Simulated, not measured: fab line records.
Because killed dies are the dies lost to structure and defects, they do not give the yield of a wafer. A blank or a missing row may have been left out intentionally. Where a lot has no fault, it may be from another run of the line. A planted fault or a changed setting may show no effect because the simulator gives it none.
8D (eight disciplines) problem report, filled in by code || flow sky130 || the parts of the form that need people (team, actions taken, sign-off) are left out

== 1. WHAT IS WRONG ==
GATE_OXIDE_OXIDATION_00_THK at SKY_GATE_OXIDE_THK_MEAS_02 reads a mean of 11.70 nm on 6 wafers of 2 lots; wafers without a fault read 10.24 nm with a standard deviation of 0.19. That puts it +7.7 standard deviations away from the usual mean.
Earliest sighting: wafer L424.1 on film-metro-03 at day 20 01:20. Wafers with a number at this step in the record: 36, from 12 lots. Rule for "out" (also "out of limits"): further than 4 standard deviations from the usual mean. The rest of the wafers with a number are treated as sound.

== 2. WHAT IT IS AND WHAT IT IS NOT ==
{"question": "which readings at this step", "is": "GATE_OXIDE_OXIDATION_00_THK", "is not": "-"}
{"question": "which lots", "is": "L424, L425", "is not": "L403, L404, L405, L406, L407, L408, L409, L410, L416, L417"}
{"question": "which wafers of those lots", "is": "all that have a number", "is not": "-"}
{"question": "read on which gauges", "is": "film-metro-03", "is not": "film-metro-01, film-metro-04"}
{"question": "when", "is": "from day 20 01:20", "is not": "up to then (30 sound wafers)"}

== 3. SUSPECTS, AND WHAT RULES EACH OUT ==
Counting: a tool stays on the suspect list if, at a process step up to the reading, it processed all lots that are out and no sound lot following the first of them.
- the gauge at SKY_GATE_OXIDE_THK_MEAS_02: kept. All the wafers that are out were read on film-metro-03, and no step on other tools shows them out.
- furnace-01 at SKY_GATE_OXIDE_OXIDATION_01 (stabilise 600 s, purge 300 s, target thk 10.268 nm): kept. It processed each lot that is out, first L424 at day 19 23:55, and no sound lot thereafter; up to then, the last sound lot it processed was L417 at day 17 16:55.
The count leaves film-metro-03 at SKY_GATE_OXIDE_THK_MEAS_02 and furnace-01 at SKY_GATE_OXIDE_OXIDATION_01.

== 4. THE CAUSE (what the simulator had put in) ==
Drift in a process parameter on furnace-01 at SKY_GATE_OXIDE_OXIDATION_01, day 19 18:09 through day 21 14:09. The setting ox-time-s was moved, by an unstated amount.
Counting leaves 2 suspects; this tool is one of them.

== 5. SEQUENCE OF EFFECTS, ordered by route ==
Each row: a reading whose mean over the struck wafers that have a number lies more than 3 standard deviations from the usual. Readings are gone through only where the record gives a usual standard deviation; hours: the median, over the lots, of the time from a lot's start at the first step in this table giving one to that lot's start at this step; sigmas: the change measured in usual standard deviations.
{"hours": 0, "step": "SKY_GATE_OXIDE_THK_MEAS_02", "reading": "GATE_OXIDE_OXIDATION_00_THK", "usual": "10.24 nm", "on struck wafers": 11.70, "change": "+1.46", "sigmas": "+7.7"}

== 6. WHAT WOULD HAVE CAUGHT IT SOONER ==
Counted from the fault's start at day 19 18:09, it took 7 hours until the first out-of-limits reading at a measuring or inspecting step in this record, taken at day 20 01:20.
Tool readings at SKY_GATE_OXIDE_OXIDATION_01 with a usual standard deviation given in the record: none out on any struck wafer, hence no alarm at a limit of 4 standard deviations on them.
Of the lots that are out (2), L425 began SKY_GATE_OXIDE_OXIDATION_01 on furnace-01 after day 20 01:20. It would have been spared by a hold on the tool at that moment.
